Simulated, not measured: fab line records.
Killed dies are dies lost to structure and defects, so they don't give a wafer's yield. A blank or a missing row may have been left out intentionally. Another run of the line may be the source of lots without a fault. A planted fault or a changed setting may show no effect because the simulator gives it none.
What tool caused it? || flow gf180mcu || 24 lots with 72 wafers sampled at 4 steps, on a route of 602 steps

== WHAT THE GAUGES READ, wafer by wafer ==
GF_V1_OVL_MEAS_15.
{"lot": "L074", "measured": "day 18 03:24", "on": "overlay-01", "V1_OVL (nm)": "-4 -9 -12"}
{"lot": "L075", "measured": "day 18 07:45", "on": "overlay-01", "V1_OVL (nm)": "-4 -7 -8"}
{"lot": "L076", "measured": "day 18 13:49", "on": "overlay-02", "V1_OVL (nm)": "3 1 -5"}
{"lot": "L077", "measured": "day 19 06:16", "on": "overlay-01", "V1_OVL (nm)": "0 -4 3"}
{"lot": "L078", "measured": "day 19 18:42", "on": "overlay-02", "V1_OVL (nm)": "0 -5 6"}
{"lot": "L079", "measured": "day 20 01:53", "on": "overlay-01", "V1_OVL (nm)": "2 10 12"}
{"lot": "L080", "measured": "day 20 07:20", "on": "overlay-01", "V1_OVL (nm)": "7 4 3"}
{"lot": "L081", "measured": "day 21 06:05", "on": "overlay-02", "V1_OVL (nm)": "2 5 0"}
{"lot": "L082", "measured": "day 21 06:37", "on": "overlay-01", "V1_OVL (nm)": "8 13 8"}
{"lot": "L083", "measured": "day 21 14:07", "on": "overlay-02", "V1_OVL (nm)": "3 4 8"}
{"lot": "L084", "measured": "day 22 00:25", "on": "overlay-01", "V1_OVL (nm)": "-1 0 2"}
{"lot": "L085", "measured": "day 22 10:35", "on": "overlay-01", "V1_OVL (nm)": "4 -1 0"}
{"lot": "L086", "measured": "day 22 17:11", "on": "overlay-01", "V1_OVL (nm)": "-5 5 -2"}
{"lot": "L087", "measured": "day 23 00:58", "on": "overlay-02", "V1_OVL (nm)": "10 6 6"}
{"lot": "L088", "measured": "day 23 07:05", "on": "overlay-01", "V1_OVL (nm)": "16 14 16"}
{"lot": "L089", "measured": "day 23 11:36", "on": "overlay-02", "V1_OVL (nm)": "6 2 7"}
{"lot": "L090", "measured": "day 23 21:59", "on": "overlay-02", "V1_OVL (nm)": "1 9 -2"}
{"lot": "L091", "measured": "day 24 08:41", "on": "overlay-01", "V1_OVL (nm)": "8 -8 5"}
{"lot": "L092", "measured": "day 25 04:22", "on": "overlay-02", "V1_OVL (nm)": "3 3 9"}
{"lot": "L093", "measured": "day 25 13:50", "on": "overlay-02", "V1_OVL (nm)": "0 5 3"}
{"lot": "L094", "measured": "day 25 15:50", "on": "overlay-02", "V1_OVL (nm)": "1 2 14"}
{"lot": "L095", "measured": "day 25 19:49", "on": "overlay-02", "V1_OVL (nm)": "1 4 1"}
{"lot": "L096", "measured": "day 26 00:22", "on": "overlay-02", "V1_OVL (nm)": "-2 -4 -2"}
{"lot": "L097", "measured": "day 26 05:38", "on": "overlay-02", "V1_OVL (nm)": "-3 -1 -3"}

GF_V2_OVL_MEAS_15.
{"lot": "L074", "measured": "day 20 06:56", "on": "overlay-02", "V2_OVL (nm)": "9 4 7"}
{"lot": "L075", "measured": "day 20 10:50", "on": "overlay-02", "V2_OVL (nm)": "3 1 -3"}
{"lot": "L076", "measured": "day 20 17:22", "on": "overlay-02", "V2_OVL (nm)": "1 1 7"}
{"lot": "L077", "measured": "day 21 10:05", "on": "overlay-01", "V2_OVL (nm)": "4 1 0"}
{"lot": "L078", "measured": "day 21 21:32", "on": "overlay-02", "V2_OVL (nm)": "2 -1 -1"}
{"lot": "L079", "measured": "day 22 06:26", "on": "overlay-01", "V2_OVL (nm)": "11 11 6"}
{"lot": "L080", "measured": "day 22 10:29", "on": "overlay-02", "V2_OVL (nm)": "3 2 1"}
{"lot": "L081", "measured": "day 23 07:35", "on": "overlay-02", "V2_OVL (nm)": "3 -1 -11"}
{"lot": "L082", "measured": "day 23 08:16", "on": "overlay-02", "V2_OVL (nm)": "1 3 8"}
{"lot": "L083", "measured": "day 23 15:44", "on": "overlay-01", "V2_OVL (nm)": "3 6 1"}
{"lot": "L084", "measured": "day 24 00:37", "on": "overlay-02", "V2_OVL (nm)": "10 8 3"}
{"lot": "L085", "measured": "day 24 10:01", "on": "overlay-01", "V2_OVL (nm)": "2 6 4"}
{"lot": "L086", "measured": "day 24 16:40", "on": "overlay-01", "V2_OVL (nm)": "6 5 1"}
{"lot": "L087", "measured": "day 24 23:59", "on": "overlay-02", "V2_OVL (nm)": "4 -2 2"}
{"lot": "L088", "measured": "day 25 04:56", "on": "overlay-02", "V2_OVL (nm)": "4 5 4"}
{"lot": "L089", "measured": "day 25 10:58", "on": "overlay-02", "V2_OVL (nm)": "7 7 5"}
{"lot": "L090", "measured": "day 25 18:44", "on": "overlay-02", "V2_OVL (nm)": "12 8 1"}
{"lot": "L091", "measured": "day 26 06:22", "on": "overlay-02", "V2_OVL (nm)": "8 6 13"}
{"lot": "L092", "measured": "day 27 01:22", "on": "overlay-01", "V2_OVL (nm)": "6 2 0"}
{"lot": "L093", "measured": "day 27 10:52", "on": "overlay-02", "V2_OVL (nm)": "7 10 6"}
{"lot": "L094", "measured": "day 27 12:17", "on": "overlay-02", "V2_OVL (nm)": "7 5 5"}
{"lot": "L095", "measured": "day 27 15:41", "on": "overlay-02", "V2_OVL (nm)": "6 3 3"}
{"lot": "L096", "measured": "day 27 20:02", "on": "overlay-02", "V2_OVL (nm)": "7 6 7"}
{"lot": "L097", "measured": "day 28 00:55", "on": "overlay-01", "V2_OVL (nm)": "0 -1 5"}

== WHICH TOOL RAN EACH LOT (tool, then ch and the chambers of the sampled wafers, then the start) ==
{"lot": "L074", "GF_M2_SPUTTER_01": "pvdSputter-03, day 18 04:59", "GF_M2_SPUTTER_04": "pvdSputter-03, day 18 05:04"}
{"lot": "L075", "GF_M2_SPUTTER_01": "pvdSputter-01, day 18 09:14", "GF_M2_SPUTTER_04": "pvdSputter-01, day 18 09:19"}
{"lot": "L076", "GF_M2_SPUTTER_01": "pvdSputter-01, day 18 15:20", "GF_M2_SPUTTER_04": "pvdSputter-01, day 18 15:25"}
{"lot": "L077", "GF_M2_SPUTTER_01": "pvdSputter-01, day 19 07:45", "GF_M2_SPUTTER_04": "pvdSputter-01, day 19 07:50"}
{"lot": "L078", "GF_M2_SPUTTER_01": "pvdSputter-03, day 19 20:32", "GF_M2_SPUTTER_04": "pvdSputter-03, day 19 20:37"}
{"lot": "L079", "GF_M2_SPUTTER_01": "pvdSputter-04, day 20 03:43", "GF_M2_SPUTTER_04": "pvdSputter-04, day 20 03:47"}
{"lot": "L080", "GF_M2_SPUTTER_01": "pvdSputter-04, day 20 08:49", "GF_M2_SPUTTER_04": "pvdSputter-04, day 20 08:54"}
{"lot": "L081", "GF_M2_SPUTTER_01": "pvdSputter-03, day 21 07:36", "GF_M2_SPUTTER_04": "pvdSputter-03, day 21 07:41"}
{"lot": "L082", "GF_M2_SPUTTER_01": "pvdSputter-01, day 21 08:06", "GF_M2_SPUTTER_04": "pvdSputter-01, day 21 08:11"}
{"lot": "L083", "GF_M2_SPUTTER_01": "pvdSputter-01, day 21 15:38", "GF_M2_SPUTTER_04": "pvdSputter-01, day 21 15:43"}
{"lot": "L084", "GF_M2_SPUTTER_01": "pvdSputter-03, day 22 01:56", "GF_M2_SPUTTER_04": "pvdSputter-03, day 22 02:01"}
{"lot": "L085", "GF_M2_SPUTTER_01": "pvdSputter-01, day 22 12:06", "GF_M2_SPUTTER_04": "pvdSputter-01, day 22 12:11"}
{"lot": "L086", "GF_M2_SPUTTER_01": "pvdSputter-04, day 22 18:40", "GF_M2_SPUTTER_04": "pvdSputter-04, day 22 18:45"}
{"lot": "L087", "GF_M2_SPUTTER_01": "pvdSputter-04, day 23 02:29", "GF_M2_SPUTTER_04": "pvdSputter-04, day 23 02:34"}
{"lot": "L088", "GF_M2_SPUTTER_01": "pvdSputter-01, day 23 08:34", "GF_M2_SPUTTER_04": "pvdSputter-01, day 23 08:39"}
{"lot": "L089", "GF_M2_SPUTTER_01": "pvdSputter-04, day 23 13:05", "GF_M2_SPUTTER_04": "pvdSputter-04, day 23 13:10"}
{"lot": "L090", "GF_M2_SPUTTER_01": "pvdSputter-01, day 23 23:35", "GF_M2_SPUTTER_04": "pvdSputter-01, day 23 23:40"}
{"lot": "L091", "GF_M2_SPUTTER_01": "pvdSputter-03, day 24 10:10", "GF_M2_SPUTTER_04": "pvdSputter-03, day 24 10:16"}
{"lot": "L092", "GF_M2_SPUTTER_01": "pvdSputter-03, day 25 05:51", "GF_M2_SPUTTER_04": "pvdSputter-03, day 25 05:56"}
{"lot": "L093", "GF_M2_SPUTTER_01": "pvdSputter-04, day 25 15:19", "GF_M2_SPUTTER_04": "pvdSputter-04, day 25 15:24"}
{"lot": "L094", "GF_M2_SPUTTER_01": "pvdSputter-03, day 25 17:20", "GF_M2_SPUTTER_04": "pvdSputter-03, day 25 17:25"}
{"lot": "L095", "GF_M2_SPUTTER_01": "pvdSputter-03, day 25 21:17", "GF_M2_SPUTTER_04": "pvdSputter-03, day 25 21:22"}
{"lot": "L096", "GF_M2_SPUTTER_01": "pvdSputter-01, day 26 01:54", "GF_M2_SPUTTER_04": "pvdSputter-01, day 26 01:59"}
{"lot": "L097", "GF_M2_SPUTTER_01": "pvdSputter-03, day 26 07:08", "GF_M2_SPUTTER_04": "pvdSputter-03, day 26 07:13"}
- GF_M2_SPUTTER_01: material TiN, target thk 30 nm, time 25 s.
- GF_M2_SPUTTER_04: material TiN, target thk 50 nm, time 41.7 s.

== WHAT THE TOOLS THEMSELVES READ (means of the sampled wafers that have a number; where no wafer has one, the mark that the record gives instead) ==
GF_M2_SPUTTER_01.
{"lot": "L074", "tool": "pvdSputter-03", "throttleValvePct (%)": 29.2}
{"lot": "L075", "tool": "pvdSputter-01", "throttleValvePct (%)": 28.5}
{"lot": "L076", "tool": "pvdSputter-01", "throttleValvePct (%)": 28.0}
{"lot": "L077", "tool": "pvdSputter-01", "throttleValvePct (%)": 29.3}
{"lot": "L078", "tool": "pvdSputter-03", "throttleValvePct (%)": 29.1}
{"lot": "L079", "tool": "pvdSputter-04", "throttleValvePct (%)": 29.6}
{"lot": "L080", "tool": "pvdSputter-04", "throttleValvePct (%)": 30.2}
{"lot": "L081", "tool": "pvdSputter-03", "throttleValvePct (%)": 30.4}
{"lot": "L082", "tool": "pvdSputter-01", "throttleValvePct (%)": 29.2}
{"lot": "L083", "tool": "pvdSputter-01", "throttleValvePct (%)": 28.9}
{"lot": "L084", "tool": "pvdSputter-03", "throttleValvePct (%)": 30.3}
{"lot": "L085", "tool": "pvdSputter-01", "throttleValvePct (%)": 28.4}
{"lot": "L086", "tool": "pvdSputter-04", "throttleValvePct (%)": 30.4}
{"lot": "L087", "tool": "pvdSputter-04", "throttleValvePct (%)": 30.0}
{"lot": "L088", "tool": "pvdSputter-01", "throttleValvePct (%)": 28.4}
{"lot": "L089", "tool": "pvdSputter-04", "throttleValvePct (%)": 29.9}
{"lot": "L090", "tool": "pvdSputter-01", "throttleValvePct (%)": 28.8}
{"lot": "L091", "tool": "pvdSputter-03", "throttleValvePct (%)": 29.9}
{"lot": "L092", "tool": "pvdSputter-03", "throttleValvePct (%)": 29.3}
{"lot": "L093", "tool": "pvdSputter-04", "throttleValvePct (%)": 30.4}
{"lot": "L094", "tool": "pvdSputter-03", "throttleValvePct (%)": 30.1}
{"lot": "L095", "tool": "pvdSputter-03", "throttleValvePct (%)": 29.3}
{"lot": "L096", "tool": "pvdSputter-01", "throttleValvePct (%)": 28.8}
{"lot": "L097", "tool": "pvdSputter-03", "throttleValvePct (%)": 29.4}

GF_M2_SPUTTER_04.
{"lot": "L074", "tool": "pvdSputter-03", "throttleValvePct (%)": 29.2}
{"lot": "L075", "tool": "pvdSputter-01", "throttleValvePct (%)": 28.5}
{"lot": "L076", "tool": "pvdSputter-01", "throttleValvePct (%)": 28.0}
{"lot": "L077", "tool": "pvdSputter-01", "throttleValvePct (%)": 29.1}
{"lot": "L078", "tool": "pvdSputter-03", "throttleValvePct (%)": 29.1}
{"lot": "L079", "tool": "pvdSputter-04", "throttleValvePct (%)": 29.8}
{"lot": "L080", "tool": "pvdSputter-04", "throttleValvePct (%)": 30.4}
{"lot": "L081", "tool": "pvdSputter-03", "throttleValvePct (%)": 30.4}
{"lot": "L082", "tool": "pvdSputter-01", "throttleValvePct (%)": 29.3}
{"lot": "L083", "tool": "pvdSputter-01", "throttleValvePct (%)": 28.8}
{"lot": "L084", "tool": "pvdSputter-03", "throttleValvePct (%)": 30.4}
{"lot": "L085", "tool": "pvdSputter-01", "throttleValvePct (%)": 28.4}
{"lot": "L086", "tool": "pvdSputter-04", "throttleValvePct (%)": 30.4}
{"lot": "L087", "tool": "pvdSputter-04", "throttleValvePct (%)": 29.8}
{"lot": "L088", "tool": "pvdSputter-01", "throttleValvePct (%)": 28.2}
{"lot": "L089", "tool": "pvdSputter-04", "throttleValvePct (%)": 30.1}
{"lot": "L090", "tool": "pvdSputter-01", "throttleValvePct (%)": 29.0}
{"lot": "L091", "tool": "pvdSputter-03", "throttleValvePct (%)": 29.8}
{"lot": "L092", "tool": "pvdSputter-03", "throttleValvePct (%)": 29.5}
{"lot": "L093", "tool": "pvdSputter-04", "throttleValvePct (%)": 30.4}
{"lot": "L094", "tool": "pvdSputter-03", "throttleValvePct (%)": 29.8}
{"lot": "L095", "tool": "pvdSputter-03", "throttleValvePct (%)": 29.3}
{"lot": "L096", "tool": "pvdSputter-01", "throttleValvePct (%)": 28.9}
{"lot": "L097", "tool": "pvdSputter-03", "throttleValvePct (%)": 29.2}

== THE ANSWER, worked out from the rows above alone ==
Rule: usual is defined by the lots themselves. The widest of any qualifying gaps counts: lots, ordered by their means at a reading, are off when they make up no more than a third of the lots, leave a main group of 4 or more, and stand apart from it by 3 or more times the standard deviation of that group's means. The tables above print the reading to a certain number of digits; a main group whose means all agree to those digits is not used. A lot without any number at a reading at which 4 lots or more have one is off too. All remaining lots with rows at the step are treated as sound. The gauges are gone through in route order, then the tools' own readings, and for those a lot's mean is taken as printed above. The first step at which some lot is off is used, and at that step the reading that is off furthest; a lot without a number counts as furthest.
Nothing can be told from this: no lot is off at any reading shown.

== WHAT WAS PUT IN BY THE SIMULATOR ==
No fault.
